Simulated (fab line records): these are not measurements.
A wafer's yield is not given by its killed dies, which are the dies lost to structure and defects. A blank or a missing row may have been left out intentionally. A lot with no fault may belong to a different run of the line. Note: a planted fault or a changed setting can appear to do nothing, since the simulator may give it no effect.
A lot that was struck, set against a sound lot | flow gf180mcu | 19 out of 602 route steps
Sound: wafers L266.1, L266.4, L266.6. Struck: wafers L271.4, L271.5 (left out: L271.6, a lot-mate that was not struck); the cause follows at the end.
For every step that has rows: the tool of each side, followed by ch and its chambers, followed by its first start. Under that, the readings that differ: sound wafers | struck wafers | difference of the means | sigmas: that difference in standard deviations of wafers without a fault.
alike: words and numbers the same on both sides, and readings whose means are apart by under 2 such deviations; not compared: readings that were withheld, readings missing a value for some wafer, numbers with overlapping values and no deviation given by the record, and bounds like >300 which may hide the same value.
Wherever a step has rows on one side only, a row that says differs or no value, or a row with sigmas, the two part there. Numbers that have no deviation but don't overlap get no sigmas and don't part them. A reading that every wafer of one side lacks parts them only if that side has two wafers or more.

first, 1 step without rows for these wafers: GF_LVPWELL_DEVELOP_06 (develop time 60 s).
GF_LVPWELL_OVL_MEAS_07:
  sound on overlay-01 at day 4 19:49; struck on overlay-01 at day 5 23:26
  alike: LVPWELL_OVL
then, 2 steps without rows for these wafers: GF_LVPWELL_IMPLANT_08; GF_LVPWELL_IMPLANT_09.
GF_LVPWELL_STRIP_10: strips in O2/N2.
  sound on plasma_asher-02 ch 0,1, day 4 20:08; struck on plasma_asher-03 ch 0,1, day 5 23:47
  alike: drypump_motor_current_A, heater_power_w, oes_product_au, strip_time_to_endpoint_s
  not compared: rf_hours_counter_h
GF_LVPWELL_TW_MEAS_11:
  sound on film_metro-04 at day 4 20:14; struck on film_metro-03 at day 5 23:53
  alike: LVPWELL_TW
then, 6 steps without rows for these wafers: GF_MVSD_DEHYDRATE_00 (time 60 s); GF_MVSD_HMDS_01 (prime time 60 s); GF_MVSD_COAT_02 (resist thk 3000 nm); GF_MVSD_SOFTBAKE_03; GF_MVSD_EXPOSE_04 (exposes mask MVSD, target cd 1000 nm); GF_MVSD_PEB_05.
GF_MVSD_DEVELOP_06: develop time 60 s.
  sound on litho_track-04 ch 0, day 5 10:00; struck on litho_track-03 ch 0, day 6 14:00
GF_MVSD_OVL_MEAS_07:
  sound on overlay-01 at day 5 10:19; struck on overlay-02 at day 6 14:23
  reading       | sound       | struck | difference                    | sigmas
  MVSD_OVL (nm) | 2.6 1.1 1.0 | - -    | no value on the struck wafers |
then, 2 steps without rows for these wafers: GF_MVSD_IMPLANT_08; GF_MVSD_IMPLANT_09.
GF_MVSD_STRIP_10: strips in O2/N2.
  sound on plasma_asher-01 ch 1, day 5 10:40; struck on plasma_asher-04 ch 1, day 6 14:44
  reading                      | sound             | struck      | difference | sigmas
  heater_power_w (W)           | 350 358 347       | 304 297     | -51        | -4
  strip_time_to_endpoint_s (s) | 36.99 37.04 36.97 | 36.80 36.77 | -0.22      | -2
  alike: drypump_motor_current_A, oes_product_au
  not compared: rf_hours_counter_h
GF_MVSD_TW_MEAS_11:
  sound on film_metro-04 at day 5 10:46; struck on film_metro-04 at day 6 14:50
  reading | sound          | struck  | difference | sigmas
  MVSD_TW | 1592 1602 1603 | 155 157 | -1443      | -96
then, 1 step without rows for these wafers: GF_MVPSD_DEHYDRATE_00 (time 60 s).

WHERE THEY PART
At GF_MVSD_OVL_MEAS_07 first; at GF_MVSD_TW_MEAS_11 last (within this record only).

WHY: the cause the simulator had injected
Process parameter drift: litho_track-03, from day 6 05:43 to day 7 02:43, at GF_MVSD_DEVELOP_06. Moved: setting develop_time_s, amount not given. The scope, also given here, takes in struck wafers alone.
